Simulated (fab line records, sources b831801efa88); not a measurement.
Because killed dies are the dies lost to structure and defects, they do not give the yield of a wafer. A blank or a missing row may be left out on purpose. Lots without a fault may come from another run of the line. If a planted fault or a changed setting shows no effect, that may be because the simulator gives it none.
Which tool is to blame? / flow sky130 / 7 lots, 21 wafers sampled, at 5 steps of a route of 708

## WHAT EACH GAUGE READ, for each wafer
SKY_METAL5_THK_MEAS_06: measures by xrf.
lot=L757; measured=day 43 00:47; on=filmMetro-04; METAL5_ALCU_THK (nm)=1125 1123 1111
lot=L759; measured=day 43 20:52; on=filmMetro-02; METAL5_ALCU_THK (nm)=1128 1141 1136
lot=L764; measured=day 45 01:40; on=filmMetro-02; METAL5_ALCU_THK (nm)=1115 1127 1125
lot=L766; measured=day 45 13:04; on=filmMetro-01; METAL5_ALCU_THK (nm)=1169 1145 1144
lot=L768; measured=day 46 00:29; on=filmMetro-02; METAL5_ALCU_THK (nm)=1343 1341 1346
lot=L777; measured=day 48 08:02; on=filmMetro-04; METAL5_ALCU_THK (nm)=1140 1152 1151
lot=L779; measured=day 48 19:12; on=filmMetro-01; METAL5_ALCU_THK (nm)=1133 1157 1123

## WHAT TOOL EACH LOT RAN ON (gives the tool, then ch and the chambers of the sampled wafers, and finally the start)
lot=L757; SKY_VIA1_SPUTTER_20=pvdSputter-01, day 34 04:51; SKY_VIA2_STRIP_16=plasmaAsher-01 ch 0,1, day 36 11:32; SKY_METAL3_SPUTTER_03=pvdSputter-01, day 36 13:03; SKY_METAL5_SPUTTER_04=pvdSputter-04, day 43 00:36
lot=L759; SKY_VIA1_SPUTTER_20=pvdSputter-02, day 35 01:04; SKY_VIA2_STRIP_16=plasmaAsher-03 ch 0,1, day 37 07:10; SKY_METAL3_SPUTTER_03=pvdSputter-01, day 37 08:31; SKY_METAL5_SPUTTER_04=pvdSputter-02, day 43 20:42
lot=L764; SKY_VIA1_SPUTTER_20=pvdSputter-02, day 36 11:49; SKY_VIA2_STRIP_16=plasmaAsher-04 ch 0,1, day 38 18:34; SKY_METAL3_SPUTTER_03=pvdSputter-04, day 38 20:00; SKY_METAL5_SPUTTER_04=pvdSputter-01, day 45 01:29
lot=L766; SKY_VIA1_SPUTTER_20=pvdSputter-01, day 36 23:19; SKY_VIA2_STRIP_16=plasmaAsher-01 ch 0,1, day 39 06:10; SKY_METAL3_SPUTTER_03=pvdSputter-03, day 39 07:31; SKY_METAL5_SPUTTER_04=pvdSputter-02, day 45 12:53
lot=L768; SKY_VIA1_SPUTTER_20=pvdSputter-03, day 37 15:33; SKY_VIA2_STRIP_16=plasmaAsher-01 ch 0,1, day 39 20:20; SKY_METAL3_SPUTTER_03=pvdSputter-01, day 39 21:43; SKY_METAL5_SPUTTER_04=pvdSputter-01, day 46 00:19
lot=L777; SKY_VIA1_SPUTTER_20=pvdSputter-03, day 40 08:54; SKY_VIA2_STRIP_16=plasmaAsher-04 ch 0,1, day 42 15:14; SKY_METAL3_SPUTTER_03=pvdSputter-04, day 42 16:41; SKY_METAL5_SPUTTER_04=pvdSputter-01, day 48 07:52
lot=L779; SKY_VIA1_SPUTTER_20=pvdSputter-02, day 41 01:31; SKY_VIA2_STRIP_16=plasmaAsher-01 ch 0, day 43 04:10; SKY_METAL3_SPUTTER_03=pvdSputter-04, day 43 05:31; SKY_METAL5_SPUTTER_04=pvdSputter-04, day 48 19:01
- SKY_VIA1_SPUTTER_20: material TiN, target thk 20 nm, time 80 s.
- SKY_VIA2_STRIP_16: strips in O2/N2.
- SKY_METAL3_SPUTTER_03: material Ti, target thk 5 nm, time 3.3 s.
- SKY_METAL5_SPUTTER_04: material TiN, target thk 70 nm, time 58.3 s.

## THE ANSWER, worked out from the rows above alone
Rule: what is usual is taken from the lots themselves. The widest of any qualifying gaps counts: lots, ordered by their means at a reading, are off when they make up no more than a third of the lots, leave a main group of 4 or more, and stand apart from it by 3 or more times the standard deviation of that group's means. A main group whose means are all the same, to the digits that the tables above print for the reading, isn't used. A lot without any number at a reading at which 4 lots or more have one is off too. The other lots that the step has rows for count as sound.
Off: L768, seen at SKY_METAL5_THK_MEAS_06 (METAL5_ALCU_THK). The main group has a mean of 1136 nm with a standard deviation of 12.
A tool fits if, at a process step before that reading, it ran every lot that is off, and no sound lot after the first of them. Those tools and the gauges at SKY_METAL5_THK_MEAS_06 are tried in the same way. This does not decide it: 2 tools fit, namely pvdSputter-01 at SKY_METAL3_SPUTTER_03 and filmMetro-02 at SKY_METAL5_THK_MEAS_06.

## WHAT THE SIMULATOR PUT IN
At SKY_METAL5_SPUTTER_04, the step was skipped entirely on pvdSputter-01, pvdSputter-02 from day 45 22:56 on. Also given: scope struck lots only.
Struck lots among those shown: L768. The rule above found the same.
